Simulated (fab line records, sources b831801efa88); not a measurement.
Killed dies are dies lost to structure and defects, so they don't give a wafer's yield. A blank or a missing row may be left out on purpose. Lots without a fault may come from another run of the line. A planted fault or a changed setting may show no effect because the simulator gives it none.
A struck lot beside a sound one | flow sky130 | 32 steps out of a route of 708
Sound: wafers L547.2, L547.4, L547.6. Struck: wafers L559.1, L559.3, L559.6. The cause comes at the end.
At each step with rows: each side's tool, then ch and its chambers, then its first start. Under that, the readings that differ: sound wafers | struck wafers | difference of the means | sigmas: that difference in standard deviations of wafers without a fault.
alike: readings whose means differ by less than 2 such deviations, and words and numbers that are the same on both sides. not compared: withheld readings, readings that some wafer has no value for, bounds like >300 that may hide the same value, and numbers for which the record gives no deviation and whose values overlap.
The two part at a step that has a row with sigmas, a row that says differs or no value, or rows on one side only. Numbers that don't overlap but have no deviation are shown without sigmas and don't part them. A reading that every wafer of one side lacks parts them only if that side has two wafers or more.

SKY_PWDE_OVL_MEAS_07:
  sound on overlay-02, day 4 17:49; struck on overlay-02, day 7 02:21
  alike: PWDE_OVL
then, 1 step without rows for these wafers: SKY_PWDE_IMPLANT_08.
SKY_PWDE_STRIP_09: strips in O2/N2.
  sound on plasma_asher-02 ch 0,1, day 4 17:59; struck on plasma_asher-01 ch 0,1, day 7 02:32
  alike: drypump_motor_current_A, oes_product_au, strip_time_to_endpoint_s
  not compared: rf_hours_counter_h
SKY_PWDE_TW_MEAS_10:
  sound on film_metro-02, day 4 18:06; struck on film_metro-03, day 7 02:38
  alike: PWDE_TW
then, 7 steps without rows for these wafers: SKY_NWELL_DEHYDRATE_03 (time 60 s); SKY_NWELL_HMDS_04 (prime time 60 s); SKY_NWELL_COAT_05 (resist thk 3000 nm); SKY_NWELL_SOFTBAKE_06; SKY_NWELL_EXPOSE_07 (exposes mask NWM, target cd 840 nm); SKY_NWELL_PEB_08; SKY_NWELL_DEVELOP_09 (develop time 60 s).
SKY_NWELL_OVL_MEAS_10:
  sound on overlay-01, day 5 11:52; struck on overlay-02, day 7 20:33
  alike: NWELL_00_OVL
SKY_NWELL_IMPLANT_11:
  sound on implanter-01 ch 0, day 5 11:55; struck on implanter-02 ch 0, day 7 20:35
  reading                   | sound                | struck               | difference | sigmas
  beam_energy_keV           | 399.76 399.98 399.78 | 468.86 468.68 468.70 | +68.91     | +99 or more
  model.implant.rp_nm (nm)  | 503.6 503.6 503.6    | 575.7 575.7 575.7    | +72.1      |
  model.implant.drp_nm (nm) | 116.9 116.9 116.9    | 126.4 126.4 126.4    | +9.5       |
  alike: faraday_current_uA
then, 2 steps without rows for these wafers: SKY_NWELL_IMPLANT_12; SKY_NWELL_IMPLANT_13.
SKY_NWELL_STRIP_14: strips in O2/N2.
  sound on plasma_asher-03 ch 0,1, day 5 12:20; struck on plasma_asher-01 ch 1, day 7 21:02
  reading                     | sound       | struck      | difference | sigmas
  drypump_motor_current_A (A) | 5.4 5.5 5.4 | 6.3 6.3 6.3 | +0.9       | +3
  alike: oes_product_au, strip_time_to_endpoint_s
  not compared: rf_hours_counter_h
SKY_NWELL_TW_MEAS_15:
  sound on film_metro-03, day 5 12:27; struck on film_metro-03, day 7 21:08
  alike: NWELL_TW
then, 7 steps without rows for these wafers: SKY_NWELL_DEHYDRATE_16 (time 60 s); SKY_NWELL_HMDS_17 (prime time 60 s); SKY_NWELL_COAT_18 (resist thk 3000 nm); SKY_NWELL_SOFTBAKE_19; SKY_NWELL_EXPOSE_20 (exposes mask NWM COMPLEMENT, target cd 840 nm); SKY_NWELL_PEB_21; SKY_NWELL_DEVELOP_22 (develop time 60 s).
SKY_NWELL_OVL_MEAS_23:
  sound on overlay-01, day 6 06:58; struck on overlay-01, day 8 17:09
  alike: NWELL_01_OVL
then, 1 step without rows for these wafers: SKY_NWELL_IMPLANT_24.
SKY_NWELL_STRIP_25: strips in O2/N2.
  sound on plasma_asher-03 ch 0,1, day 6 07:08; struck on plasma_asher-04 ch 0,1, day 8 17:20
  reading                      | sound             | struck            | difference | sigmas
  strip_time_to_endpoint_s (s) | 36.87 36.99 36.98 | 36.64 36.60 36.77 | -0.28      | -3
  alike: drypump_motor_current_A, oes_product_au
  not compared: rf_hours_counter_h
SKY_NWELL_TW_MEAS_26:
  sound on film_metro-03, day 6 07:15; struck on film_metro-01, day 8 17:26
  alike: NWELL_2_TW
then, 1 step without rows for these wafers: SKY_NWELL_CLEAN_27 (cleans in SC1/SC2, time 150 s).
SKY_NWELL_RTA_28: time 30 s.
  sound on rtp_anneal-02 ch 0, day 6 07:23; struck on rtp_anneal-01 ch 0, day 8 17:34
  alike: lamp_power_pct, wafer_temp_C_max
SKY_NWELL_RS_MEAS_29: measures by four-point-probe.
  sound on film_metro-02, day 6 07:29; struck on film_metro-03, day 8 17:40
  reading           | sound             | struck            | difference | sigmas
  NWELL_RS (ohm/sq) | 626.7 625.3 625.7 | 605.4 604.9 605.0 | -20.8      | -14
-- the record jumps here: 41 days lie between the struck wafers' starts before and after (it left off in module NWELL and takes up again in module PAD_OPEN, whose first step shown is number 708 of the route) --
SKY_PAD_OPEN_PROBE_99:
  sound on prober-01, day 46 15:37; struck on prober-01, day 49 08:40
  reading                           | sound                        | struck                        | difference | sigmas
  model.etest.nfet_16v.r_on_ohm_um  | 1.392e+04 1.384e+04 1.39e+04 | 1.595e+04 1.618e+04 1.604e+04 | +2.170e+03 |
  model.etest.res_nwell.line_ohm_um | 1093 1094 1087               | 910.9 918 945.1               | -166.7     |
  model.etest.res_nwell.rs_ohm_sq   | 905.2 905.5 906.1            | 774.3 771.9 781.4             | -129.7     |
  model.etest.tip_p_5v.rs_ohm_sq    | 2865 2864 2861               | 2777 2779 2778                | -85        |
  model.etest.pfet_16v.drive_ua_um  | 254.6 254.8 259.4            | 265.9 262.7 263.2             | +7.7       |
  alike: killed_at_M0_to_M3, killed_at_M4_up, killed_at_contacts, killed_at_front_end, killed_at_other, killed_dies, killed_open, killed_short
  not compared: model.etest.pfet_16v.r_on_ohm_um, model.etest.pfet_g5v0d10v5.r_on_ohm_um, model.etest.pfet_g5v0d10v5.drive_ua_um

WHERE THEY PART
First at SKY_NWELL_IMPLANT_11; last, within this record, at SKY_NWELL_RS_MEAS_29. Later steps at which nothing parts them and some readings are alike: SKY_PAD_OPEN_PROBE_99.

WHY: what the simulator had put in
Process parameter drift: implanter-02, from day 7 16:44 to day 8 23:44, at SKY_NWELL_IMPLANT_11. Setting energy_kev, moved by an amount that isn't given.
